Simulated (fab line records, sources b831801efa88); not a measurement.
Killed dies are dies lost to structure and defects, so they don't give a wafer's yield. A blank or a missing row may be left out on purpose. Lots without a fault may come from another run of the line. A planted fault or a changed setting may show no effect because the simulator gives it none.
fab line records | flow sky130
record lots=6 wafers=18 last_day=49
route steps=708 shown PASSIVATION@681 PAD_OPEN@694
lots that met no fault: from a run of the same line without faults
start_h: hours from the record's first day to the start of the lot's first wafer shown | wait_h: hours since the lot's step before | " the same as in the row above | L1.1+2: a row that stands for several wafers | - no value, or no start given | * or withheld: withheld | < > ~ a bound
route shown NAME@n: a module of which the file shows steps, and the number in the route of the first | usual: mean/standard deviation of fault-free wafers | same: alike in all rows | chamber/n: place in a boat | sites: the reading at each site | _std_site: their standard deviation | _edge_site: outer sites' mean less inner sites' | radius_mm: how far each site lies from the wafer's centre | mask NAME#n: copy n | behind: the tool/chamber that last shaped the wafer | hold: why the lot was held/for how many hours/how that ended | device: the transistor (n, p or np) that didn't switch | end of line: the same wafers' tests at the end of the route | a step without rows: its recipe alone | killed: dies lost to structure and defects at the first sort, not the wafer's yield | map: a wafer's dies, x killed, . not, _ none there
set.NAME: the setting as run; set.NAME@STEP: as run at that earlier step | model.NAME: the simulator's own value behind a step, which no gauge read
lots at some steps of the route; a table a step, a row a wafer
services: from which hour (start_h, from the record's first day; less than 0 if before it) a tool's chamber was out of use, for how many hours, and why
## steps
# step SKY_PASSIVATION_CVD_00
# recipe material=SiO2 target_thk_nm=90 temp_c=400 time_s=withheld rf_w=600
# usual heater_power_w=694/99
# columns lot.wafer tool chamber start_h wait_h heater_power_w
L191.2 pecvd-02 0 1025.45 0.0 781
L191.3 " 1 " " 950
L191.6 " 1 " " 966
L193.2 pecvd-01 0 1038.38 0.0 759
L193.3 " 2 " " 690
L193.4 " 0 " " 758
L194.1 pecvd-01 0 1045.66 0.0 654
L194.5 " 2 " " 661
L194.6 " 1 " " 741
L195.1 pecvd-01 0 1047.26 0.0 726
L195.4 " 0 " " 734
L195.6 " 2 " " 619
L206.2 pecvd-02 1 1123.99 0.0 874
L206.4 " 1 " " 895
L206.5 " 0 " " 850
L210.3 pecvd-01 1 1151.20 0.0 724
L210.4 " 0 " " 626
L210.6 " 2 " " 658
# step SKY_PASSIVATION_THK_MEAS_01
# recipe reads=SiO2_of_PASSIVATION_CVD_00
# usual PASSIVATION_CVD_00_THK=89.9/1
# columns lot.wafer tool chamber start_h wait_h PASSIVATION_CVD_00_THK[nm]
L191.2 film_metro-01 - 1025.48 - 88.4
L191.3 " - " " 88.6
L191.6 " - " " 91.2
L193.2 film_metro-02 - 1038.41 - 89.1
L193.3 " - " " 87.8
L193.4 " - " " 90.2
L194.1 film_metro-01 - 1045.69 - 89.4
L194.5 " - " " 90.5
L194.6 " - " " 90.5
L195.1 film_metro-02 - 1047.28 - 88.7
L195.4 " - " " 90.8
L195.6 " - " " 90.4
L206.2 film_metro-02 - 1124.02 - 89.2
L206.4 " - " " 91.3
L206.5 " - " " 90.7
L210.3 film_metro-03 - 1151.24 - 89.8
L210.4 " - " " 91.6
L210.6 " - " " 90.1
# step SKY_PASSIVATION_CVD_02
# recipe material=Si3N4 target_thk_nm=540 temp_c=400 time_s=withheld rf_w=450
# usual heater_power_w=754/110
# columns lot.wafer tool chamber start_h wait_h heater_power_w
L191.2 pecvd-01 0 1025.53 0.0 660
L191.3 " 0 " " 705
L191.6 " 0 " " 752
L193.2 pecvd-02 0 1038.46 0.0 845
L193.3 " 1 " " 976
L193.4 " 0 " " 882
L194.1 pecvd-04 1 1045.75 0.1 791
L194.5 " 2 " " 737
L194.6 " 0 " " 581
L195.1 pecvd-04 2 1047.34 0.1 716
L195.4 " 0 " " 613
L195.6 " 1 " " 823
L206.2 pecvd-04 0 1124.07 0.0 668
L206.4 " 2 " " 708
L206.5 " 1 " " 864
L210.3 pecvd-04 0 1151.28 0.0 625
L210.4 " 2 " " 602
L210.6 " 1 " " 822
# step SKY_PASSIVATION_THK_MEAS_03
# recipe reads=Si3N4_of_PASSIVATION_CVD_02
# usual PASSIVATION_CVD_02_THK=541/6
# columns lot.wafer tool chamber start_h wait_h PASSIVATION_CVD_02_THK[nm]
L191.2 film_metro-03 - 1025.88 - 537
L191.3 " - " " 551
L191.6 " - " " 541
L193.2 film_metro-01 - 1038.70 - 538
L193.3 " - " " 539
L193.4 " - " " 549
L194.1 film_metro-01 - 1045.97 - 543
L194.5 " - " " 548
L194.6 " - " " 543
L195.1 film_metro-02 - 1047.57 - 545
L195.4 " - " " 547
L195.6 " - " " 546
L206.2 film_metro-02 - 1124.30 - 535
L206.4 " - " " 550
L206.5 " - " " 546
L210.3 film_metro-01 - 1151.53 - 540
L210.4 " - " " 547
L210.6 " - " " 538
# step SKY_PASSIVATION_DEHYDRATE_04
# recipe temp_c=200 time_s=60
# step SKY_PASSIVATION_HMDS_05
# recipe prime_time_s=60 prime_temp_c=120
# step SKY_PASSIVATION_COAT_06
# recipe spin_rpm=2000 resist_thk_nm=3000
# step SKY_PASSIVATION_SOFTBAKE_07
# recipe temp_c=110 time_s=withheld
# step SKY_PASSIVATION_EXPOSE_08
# recipe mask_id=NSM target_cd_nm=3000 na=0.57 dose_mj=260
# step SKY_PASSIVATION_PEB_09
# recipe temp_c=115 time_s=withheld
# step SKY_PASSIVATION_DEVELOP_10
# recipe develop_time_s=60 dev_temp_c=23
# step SKY_PASSIVATION_ETCH_11
# recipe chemistry=CF4/O2 target_depth_nm=725 stop_on=AlCu source_w=800 bias_w=150 pressure_mtorr=150 cf4_flow_sccm=80 O2_flow_sccm=10 time_s=161.1
# usual drypump_motor_current_A=5.9/0.43 oes_product_au=0.978/0.0064 throttle_valve_pct=5.964/0.0093
# columns lot.wafer tool chamber start_h wait_h drypump_motor_current_A oes_product_au rf_hours_counter_h throttle_valve_pct
L191.2 rie_diel-03 2 1047.11 - 6.6 0.975 3 5.941
L191.3 " 3 " " 5.3 0.981 27 5.961
L191.6 " 3 " " 5.3 0.984 - 5.965
L193.2 rie_diel-04 1 1060.22 - 6.1 0.976 2 5.961
L193.3 " 0 " " 5.7 0.971 13 5.957
L193.4 " 3 " " 6.2 0.993 3 5.974
L194.1 rie_diel-04 1 1067.77 - 6.1 0.975 2 5.955
L194.5 " 0 " " 5.6 0.982 - 5.962
L194.6 " 1 " " 6.1 0.980 - 5.958
L195.1 rie_diel-04 2 1069.07 - 6.8 0.973 12 5.971
L195.4 " 0 " " 5.6 0.981 13 5.963
L195.6 " 0 " " 5.6 0.986 - 5.961
L206.2 rie_diel-03 1 1143.26 - 5.8 0.977 4 5.953
L206.4 " 3 " " 5.4 0.982 30 5.969
L206.5 " 0 " " 5.8 0.981 - 5.959
L210.3 rie_diel-02 0 1168.27 - 5.5 0.982 27 5.963
L210.4 " 3 " " 5.7 0.982 9 5.958
L210.6 " 0 " " 5.4 0.965 - 5.968
# step SKY_PASSIVATION_STRIP_12
# recipe chemistry=O2/N2 power_w=1400 pressure_mtorr=1500 platen_temp_c=withheld overash_fraction=0.7 o2_flow_sccm=3000 n2_flow_sccm=300
# usual chamber_pressure_mTorr=1500.1/1.4 drypump_motor_current_A=6.3/0.34 oes_product_au=0.661/0.0047 strip_time_to_endpoint_s=31.53/0.14
# columns lot.wafer tool chamber start_h wait_h chamber_pressure_mTorr drypump_motor_current_A oes_product_au rf_hours_counter_h strip_time_to_endpoint_s model.coat_of_PASSIVATION_COAT_06.thk_nm
L191.2 plasma_asher-02 0 1047.21 0.1 1499.7 6.6 0.653 32 31.86 0
L191.3 " 0 " " 1498.4 6.6 0.662 - 31.88 0
L191.6 " 0 " " 1501.5 6.6 0.668 - 31.79 0
L193.2 plasma_asher-04 0 1060.33 0.1 - - - - - 2510
L193.3 " 1 " " - - - - - 2510
L193.4 " 0 " " - - - - - 2508
L194.1 plasma_asher-02 1 1067.88 0.1 - - - - - 2507
L194.5 " 0 " " - - - - - 2509
L194.6 " 1 " " - - - - - 2504
L195.1 plasma_asher-03 1 1069.18 0.1 1500.0 6.4 0.661 64 31.58 0
L195.4 " 0 " " 1498.3 6.0 0.660 - 31.51 0
L195.6 " 0 " " 1499.6 6.0 0.667 - 31.61 0
L206.2 plasma_asher-02 0 1143.37 0.1 1498.9 6.6 0.667 41 31.30 0
L206.4 " 0 " " 1499.0 6.6 0.659 - 31.33 0
L206.5 " 1 " " 1498.4 6.4 0.661 - 31.32 0
L210.3 plasma_asher-03 0 1168.41 0.1 1502.6 6.0 0.656 - 31.70 0
L210.4 " 1 " " 1501.3 6.4 0.663 - 31.69 0
L210.6 " 0 " " 1500.0 5.9 0.663 - 31.73 0
# step SKY_PAD_OPEN_DEHYDRATE_00
# recipe temp_c=200 time_s=60
# step SKY_PAD_OPEN_HMDS_01
# recipe prime_time_s=60 prime_temp_c=120
# step SKY_PAD_OPEN_COAT_02
# recipe spin_rpm=2000 resist_thk_nm=3000
# step SKY_PAD_OPEN_SOFTBAKE_03
# recipe temp_c=110 time_s=withheld
# step SKY_PAD_OPEN_EXPOSE_04
# recipe mask_id=PDM target_cd_nm=60000 na=0.57 dose_mj=260
# step SKY_PAD_OPEN_PEB_05
# recipe temp_c=115 time_s=withheld
# step SKY_PAD_OPEN_DEVELOP_06
# recipe develop_time_s=60 dev_temp_c=23
# step SKY_PAD_OPEN_ETCH_07
# recipe chemistry=CF4/O2 target_depth_nm=725 stop_on=AlCu source_w=800 bias_w=150 pressure_mtorr=150 cf4_flow_sccm=80 O2_flow_sccm=10 time_s=161.1
# usual drypump_motor_current_A=5.8/0.48 oes_product_au=0.978/0.0071 throttle_valve_pct=5.965/0.009
# columns lot.wafer tool chamber start_h wait_h drypump_motor_current_A oes_product_au rf_hours_counter_h throttle_valve_pct
L191.2 rie_diel-03 3 1068.96 - 5.3 0.983 28 5.966
L191.3 " 1 " " 5.8 0.983 0 5.975
L191.6 " 2 " " 6.6 0.982 - 5.959
L193.2 rie_diel-02 2 1081.06 - 5.3 0.969 1 5.959
L193.3 " 0 " " 5.4 0.969 24 5.966
L193.4 " 1 " " 5.9 0.983 1 5.948
L194.1 rie_diel-01 2 1088.64 - 6.4 0.982 3 5.952
L194.5 " 2 " " 6.4 0.988 - 5.955
L194.6 " 1 " " 6.2 0.976 - 5.948
L195.1 rie_diel-01 0 1090.11 - 4.9 0.985 27 5.957
L195.4 " 1 " " 6.2 0.992 14 5.970
L195.6 " 3 " " 5.6 0.982 - 5.970
L206.2 rie_diel-01 3 1160.99 - 5.6 0.979 28 5.970
L206.4 " 0 " " 4.9 0.990 29 5.966
L206.5 " 2 " " 6.4 0.980 - 5.973
L210.3 rie_diel-01 2 1184.81 - 6.4 0.979 7 5.960
L210.4 " 2 " " 6.4 0.984 - 5.954
L210.6 " 1 " " 6.2 0.978 - 5.977
# step SKY_PAD_OPEN_STRIP_08
# recipe chemistry=O2/N2 power_w=1400 pressure_mtorr=1500 platen_temp_c=withheld overash_fraction=0.7 o2_flow_sccm=3000 n2_flow_sccm=300
# usual chamber_pressure_mTorr=1500.1/1.4 drypump_motor_current_A=6.1/0.52 oes_product_au=0.663/0.0047 strip_time_to_endpoint_s=37.03/0.088
# columns lot.wafer tool chamber start_h wait_h chamber_pressure_mTorr drypump_motor_current_A oes_product_au rf_hours_counter_h strip_time_to_endpoint_s
L191.2 plasma_asher-01 0 1069.06 0.1 1501.0 5.4 0.663 1 37.04
L191.3 " 0 " " 1502.0 5.4 0.672 - 37.12
L191.6 " 0 " " 1498.1 5.4 0.667 - 37.06
L193.2 plasma_asher-01 0 1081.16 0.1 1500.3 5.4 0.691 2 74.08
L193.3 " 1 " " 1500.2 6.6 0.700 - 74.02
L193.4 " 0 " " 1497.9 5.4 0.692 - 74.07
L194.1 plasma_asher-01 0 1088.74 0.1 1498.7 5.4 0.699 2 74.05
L194.5 " 0 " " 1501.7 5.4 0.699 - 74.14
L194.6 " 1 " " 1500.7 6.6 0.691 - 73.97
L195.1 plasma_asher-01 1 1090.21 0.1 1499.3 6.5 0.660 3 37.01
L195.4 " 0 " " 1499.0 5.4 0.662 - 37.12
L195.6 " 1 " " 1499.4 6.6 0.666 - 36.97
L206.2 plasma_asher-02 1 1161.09 0.1 1501.2 6.5 0.665 42 36.93
L206.4 " 1 " " 1500.4 6.4 0.663 - 37.01
L206.5 " 1 " " 1498.4 6.4 0.667 - 37.12
L210.3 plasma_asher-02 1 1184.95 0.1 1498.9 6.4 0.662 - 36.93
L210.4 " 0 " " 1500.8 6.6 0.666 - 37.00
L210.6 " 1 " " 1498.7 6.4 0.661 - 36.98
# step SKY_PAD_OPEN_STRIP_09
# recipe chemistry=post_etch_residue_remover time_s=1200 temp_c=72.5
## services
# columns tool chamber start_h hours kind
rie_diel-04 - 1004.02 4.3 pm
plasma_asher-04 - 1017.93 1.2 repair
pecvd-01 0 1032.09 5.5 scheduled_down
rie_diel-04 3 1053.10 3.7 repair
plasma_asher-01 - 1055.25 9.0 pm
plasma_asher-01 0 1055.25 9.0 vent_cycle
plasma_asher-01 1 1055.25 9.0 vent_cycle
rie_diel-01 0 1060.37 6.6 repair
plasma_asher-01 0 1064.25 - clean
plasma_asher-01 1 1064.25 - clean
rie_diel-03 3 1077.31 6.5 repair
rie_diel-01 3 1103.42 16.2 repair
rie_diel-04 0 1107.13 3.4 repair
pecvd-04 - 1124.45 2.8 pm
rie_diel-04 2 1143.42 1.3 repair
pecvd-01 1 1160.01 5.5 scheduled_down
rie_diel-01 - 1164.07 1.2 repair
rie_diel-01 0 1177.93 5.1 repair
rie_diel-01 0 1183.02 - clean
rie_diel-01 0 1183.02 - consumable_replace:focus_ring
rie_diel-01 0 1183.02 17.0 scheduled_down
rie_diel-01 0 1183.02 17.0 vent_cycle
pecvd-02 - 1183.17 0.5 repair
rie_diel-04 0 1184.75 2.8 repair
## key
first_sign step=SKY_PASSIVATION_STRIP_12 reading=tool_record direction=missing
effect step=SKY_PAD_OPEN_STRIP_08 reading=strip_time_to_endpoint_s direction=up sigmas=99+ usual=* struck=*
model_effect step=SKY_PASSIVATION_STRIP_12 value=coat_of_PASSIVATION_COAT_06.thk_nm without=0 struck=2508
model_effect step=SKY_PAD_OPEN_PROBE_99 value=etest.sonos_erased.open without=0 struck=1
met_at SKY_PASSIVATION_STRIP_12
struck_wafers L193.2,L193.3,L193.4,L194.1,L194.5,L194.6
sort_left_out L193.2,L193.3,L193.4,L194.1,L194.5,L194.6
onset_between 1047.21 1060.33
fault kind=skipped_step_whole tool=plasma_asher-02,plasma_asher-04 chamber=- onset_h=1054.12 steps=SKY_PASSIVATION_STRIP_12 scope=struck_lots_only
# sort_left_out: the simulated sort isn't trusted on such a fault, so these wafers' sort isn't shown, and their yield isn't known
